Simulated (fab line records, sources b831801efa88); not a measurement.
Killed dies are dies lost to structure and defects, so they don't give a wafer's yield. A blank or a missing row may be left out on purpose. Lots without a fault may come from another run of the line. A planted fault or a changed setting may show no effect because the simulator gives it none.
Which tool did it? | flow gf180mcu | 12 lots, 36 wafers sampled, at 1 step of a route of 602

WHAT THE GAUGES READ, wafer by wafer
GF_STI_CD_MEAS_12: target cd 220 nm. Usual: cd_nm 220.0 nm, standard deviation 1.3.
lot  | measured    | on        | cd_nm (nm)        | flag
L268 | day 2 01:24 | cd_sem-01 | 218.1 219.5 220.1 |
L269 | day 2 06:20 | cd_sem-01 | 221.9 221.0 222.3 |
L270 | day 2 11:45 | cd_sem-01 | 217.5 218.7 217.9 |
L274 | day 3 08:10 | cd_sem-01 | 219.8 219.8 220.2 |
L277 | day 3 22:45 | cd_sem-02 | 219.8 219.1 220.0 |
L279 | day 4 11:38 | cd_sem-02 | 219.8 221.1 220.9 |
L282 | day 5 01:26 | cd_sem-01 | 218.3 218.7 218.9 |
L284 | day 5 11:50 | cd_sem-02 | 218.9 220.1 220.1 |
L285 | day 5 17:32 | cd_sem-02 | 221.3 218.9 218.6 |
L287 | day 6 02:38 | cd_sem-01 | 220.3 220.5 219.1 |
L289 | day 6 16:38 | cd_sem-01 | 219.0 218.1 218.4 |
L291 | day 6 23:42 | cd_sem-01 | 219.8 221.2 220.1 |

WHICH TOOL RAN EACH LOT (tool, then ch and the chambers of the sampled wafers, then the start)
The record holds no process step before these readings.

WHAT THE TOOLS THEMSELVES READ (means of the sampled wafers that have a number; where no wafer has one, the mark that the record gives instead)
The record holds no such reading with a usual standard deviation.

THE ANSWER, worked out from the rows above alone
Rule: a lot is off if the mean of its wafers that have a number lies more than 3 standard deviations from the usual mean. A lot without any number at a reading at which 4 lots or more have one is off too. The other lots that the step has rows for count as sound. The gauges are gone through in route order, then the tools' own readings, and for those a lot's mean is taken as printed above. The first step at which some lot is off is used, and at that step the reading that is off furthest; a lot without a number counts as furthest.
No lot is off at any reading shown: from this, nothing can be told.

WHAT THE SIMULATOR HAD PUT IN
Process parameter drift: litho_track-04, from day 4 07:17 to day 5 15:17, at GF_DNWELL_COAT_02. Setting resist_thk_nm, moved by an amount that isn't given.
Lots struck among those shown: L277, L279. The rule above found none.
